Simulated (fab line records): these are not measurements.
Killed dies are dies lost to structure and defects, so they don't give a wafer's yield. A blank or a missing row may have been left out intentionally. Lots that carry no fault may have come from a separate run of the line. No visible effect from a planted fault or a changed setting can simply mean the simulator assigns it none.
Split-lot experiment || flow sfqLine || route with 325 steps; 5 lots, 23 wafers read

== THE SPLIT ==
At SFQ_TRILAYER_M5_ETCH_METAL_ETCH_126 (etches Nb in Cl2/BCl3, stops on SiO2, time 203.2 s, target depth 265 nm), the setting timeS was moved away from the recipe's 203.2 s on 10 of the 23 wafers read, by -9.3% to +12.7%. For the rest of the wafers, this setting stayed at what the recipe calls for.

The reading comes from the split's own step.

== THE READING ==
SiO2_of_TRILAYER_I4_DEP_PECVD_099.thkNm (the simulator's own value, which no gauge read), in nm, at SFQ_TRILAYER_M5_ETCH_METAL_ETCH_126 (etches Nb in Cl2/BCl3, stops on SiO2, time 203.2 s, target depth 265 nm). There is no usual value for it anywhere in the file. Across the 13 wafers here that went through the recipe, the average is 179.9 nm and the standard deviation 0.93 nm.

{"wafer": "L077.1", "tool, chamber at the split": "rieMetal-03, 1", "timeS as run, s": 220.1, "against the recipe": "+8.3%", "SiO2_of_TRILAYER_I4_DEP_PECVD_099.thkNm, nm": 177.7, "against lot-mates on the recipe": -3.3}
{"wafer": "L077.2", "tool, chamber at the split": "rieMetal-03, 0", "timeS as run, s": 220.1, "against the recipe": "+8.3%", "SiO2_of_TRILAYER_I4_DEP_PECVD_099.thkNm, nm": 178.3, "against lot-mates on the recipe": -2.7}
{"wafer": "L077.3", "tool, chamber at the split": "rieMetal-03, 1", "timeS as run, s": 203.2, "against the recipe": "recipe", "SiO2_of_TRILAYER_I4_DEP_PECVD_099.thkNm, nm": 181.1, "against lot-mates on the recipe": "-"}
{"wafer": "L077.4", "tool, chamber at the split": "rieMetal-03, 0", "timeS as run, s": 203.2, "against the recipe": "recipe", "SiO2_of_TRILAYER_I4_DEP_PECVD_099.thkNm, nm": 180.6, "against lot-mates on the recipe": "-"}
{"wafer": "L077.5", "tool, chamber at the split": "rieMetal-03, 1", "timeS as run, s": 203.2, "against the recipe": "recipe", "SiO2_of_TRILAYER_I4_DEP_PECVD_099.thkNm, nm": 181.3, "against lot-mates on the recipe": "-"}
{"wafer": "L078.1", "tool, chamber at the split": "rieMetal-03, 0", "timeS as run, s": 203.2, "against the recipe": "recipe", "SiO2_of_TRILAYER_I4_DEP_PECVD_099.thkNm, nm": 180.1, "against lot-mates on the recipe": "-"}
{"wafer": "L078.2", "tool, chamber at the split": "rieMetal-03, 1", "timeS as run, s": 229.1, "against the recipe": "+12.7%", "SiO2_of_TRILAYER_I4_DEP_PECVD_099.thkNm, nm": 176.2, "against lot-mates on the recipe": -3.8}
{"wafer": "L078.3", "tool, chamber at the split": "rieMetal-03, 0", "timeS as run, s": 203.2, "against the recipe": "recipe", "SiO2_of_TRILAYER_I4_DEP_PECVD_099.thkNm, nm": 179.9, "against lot-mates on the recipe": "-"}
{"wafer": "L078.4", "tool, chamber at the split": "rieMetal-03, 1", "timeS as run, s": 229.1, "against the recipe": "+12.7%", "SiO2_of_TRILAYER_I4_DEP_PECVD_099.thkNm, nm": 176.6, "against lot-mates on the recipe": -3.4}
{"wafer": "L078.6", "tool, chamber at the split": "rieMetal-03, 1", "timeS as run, s": 229.1, "against the recipe": "+12.7%", "SiO2_of_TRILAYER_I4_DEP_PECVD_099.thkNm, nm": 175.6, "against lot-mates on the recipe": -4.4}
{"wafer": "L079.1", "tool, chamber at the split": "rieMetal-04, 1", "timeS as run, s": 203.2, "against the recipe": "recipe", "SiO2_of_TRILAYER_I4_DEP_PECVD_099.thkNm, nm": 179.2, "against lot-mates on the recipe": "-"}
{"wafer": "L079.2", "tool, chamber at the split": "rieMetal-04, 0", "timeS as run, s": 203.2, "against the recipe": "recipe", "SiO2_of_TRILAYER_I4_DEP_PECVD_099.thkNm, nm": 180.1, "against lot-mates on the recipe": "-"}
{"wafer": "L079.3", "tool, chamber at the split": "rieMetal-04, 1", "timeS as run, s": 184.3, "against the recipe": "-9.3%", "SiO2_of_TRILAYER_I4_DEP_PECVD_099.thkNm, nm": 180.8, "against lot-mates on the recipe": "+1.2"}
{"wafer": "L079.4", "tool, chamber at the split": "rieMetal-04, 0", "timeS as run, s": 184.3, "against the recipe": "-9.3%", "SiO2_of_TRILAYER_I4_DEP_PECVD_099.thkNm, nm": 181.4, "against lot-mates on the recipe": "+1.8"}
{"wafer": "L079.6", "tool, chamber at the split": "rieMetal-04, 1", "timeS as run, s": 184.3, "against the recipe": "-9.3%", "SiO2_of_TRILAYER_I4_DEP_PECVD_099.thkNm, nm": 180.5, "against lot-mates on the recipe": "+0.9"}
{"wafer": "L081.1", "tool, chamber at the split": "rieMetal-03, 0", "timeS as run, s": 203.2, "against the recipe": "recipe", "SiO2_of_TRILAYER_I4_DEP_PECVD_099.thkNm, nm": 180.2, "against lot-mates on the recipe": "-"}
{"wafer": "L081.2", "tool, chamber at the split": "rieMetal-03, 1", "timeS as run, s": 203.2, "against the recipe": "recipe", "SiO2_of_TRILAYER_I4_DEP_PECVD_099.thkNm, nm": 180.2, "against lot-mates on the recipe": "-"}
{"wafer": "L081.4", "tool, chamber at the split": "rieMetal-03, 0", "timeS as run, s": 184.9, "against the recipe": "-9.0%", "SiO2_of_TRILAYER_I4_DEP_PECVD_099.thkNm, nm": 180.6, "against lot-mates on the recipe": "+0.2"}
{"wafer": "L081.5", "tool, chamber at the split": "rieMetal-03, 1", "timeS as run, s": 184.9, "against the recipe": "-9.0%", "SiO2_of_TRILAYER_I4_DEP_PECVD_099.thkNm, nm": 182.4, "against lot-mates on the recipe": "+2.0"}
{"wafer": "L081.6", "tool, chamber at the split": "rieMetal-03, 0", "timeS as run, s": 203.2, "against the recipe": "recipe", "SiO2_of_TRILAYER_I4_DEP_PECVD_099.thkNm, nm": 180.8, "against lot-mates on the recipe": "-"}
{"wafer": "L085.3", "tool, chamber at the split": "rieMetal-03, 0", "timeS as run, s": 203.2, "against the recipe": "recipe", "SiO2_of_TRILAYER_I4_DEP_PECVD_099.thkNm, nm": 178.7, "against lot-mates on the recipe": "-"}
{"wafer": "L085.4", "tool, chamber at the split": "rieMetal-03, 1", "timeS as run, s": 203.2, "against the recipe": "recipe", "SiO2_of_TRILAYER_I4_DEP_PECVD_099.thkNm, nm": 178, "against lot-mates on the recipe": "-"}
{"wafer": "L085.6", "tool, chamber at the split": "rieMetal-03, 0", "timeS as run, s": 203.2, "against the recipe": "recipe", "SiO2_of_TRILAYER_I4_DEP_PECVD_099.thkNm, nm": 179, "against lot-mates on the recipe": "-"}

THE FIT
A straight line over all 23 wafers: SiO2_of_TRILAYER_I4_DEP_PECVD_099.thkNm changes by -0.219 nm for each +1% of timeS; r = -0.85; the points scatter about the line by 0.94 nm.
The same after taking each lot's own level away (the mean of its wafers on the recipe; 23 wafers): -0.237 nm for each +1%; r = -0.93; scatter 0.67 nm.
According to that fit, moving timeS by its largest amount changes the reading by 3 nm.
Across the lots, their own levels run from 178.57 to 181.00 nm, a range of 2.6 times the standard deviation given above.
The two slopes are in agreement: the lot-to-lot level therefore moves the slope only a little.
Check: -3.36 nm against its lot-mates is what the line predicts for one of the wafers moved furthest among these (+12.7%) when that wafer is left out of the fit. Against them it came out at -3.8 nm.

== OTHER SPLITS APPLIED TO THESE WAFERS ==
Before the reading, these wafers also passed through other splits. Each is held against what the fit with the lots' levels taken away leaves over:
{"other split on the same wafers": "SFQ_TRILAYER_M5_LITHO_COAT_123 resistThkNm", "wafers away from the commonest value": 6, "r with SiO2_of_TRILAYER_I4_DEP_PECVD_099.thkNm (lot level and that fit taken away)": "+0.15"}

== THE WHOLE CHAIN: every reading that the file lists as answering this split, in the file's order ==
{"step": "SFQ_TRILAYER_M5_ETCH_METAL_ETCH_126", "what it does": "etches Nb in Cl2/BCl3, stops on SiO2, time 203.2 s, target depth 265 nm", "reading": "SiO2_of_TRILAYER_I4_DEP_PECVD_099.thkNm (the simulator's own value, which no gauge read)", "change (the file's fit)": "-0.241 nm for each +1% of the setting", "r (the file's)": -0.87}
{"step": "SFQ_TRILAYER_M5_ETCH_METAL_ETCH_126", "what it does": "etches Nb in Cl2/BCl3, stops on SiO2, time 203.2 s, target depth 265 nm", "reading": "KrF_of_TRILAYER_M5_LITHO_COAT_123.thkNm (the simulator's own value, which no gauge read)", "change (the file's fit)": "-1.45 nm for each +1% of the setting, in a fit together with resistThkNm@TRILAYER_M5_LITHO_COAT_123", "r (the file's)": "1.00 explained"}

== THE FILE'S OWN FIT ==
SiO2_of_TRILAYER_I4_DEP_PECVD_099.thkNm changes by -0.241 nm for each +1% of timeS, r = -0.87.
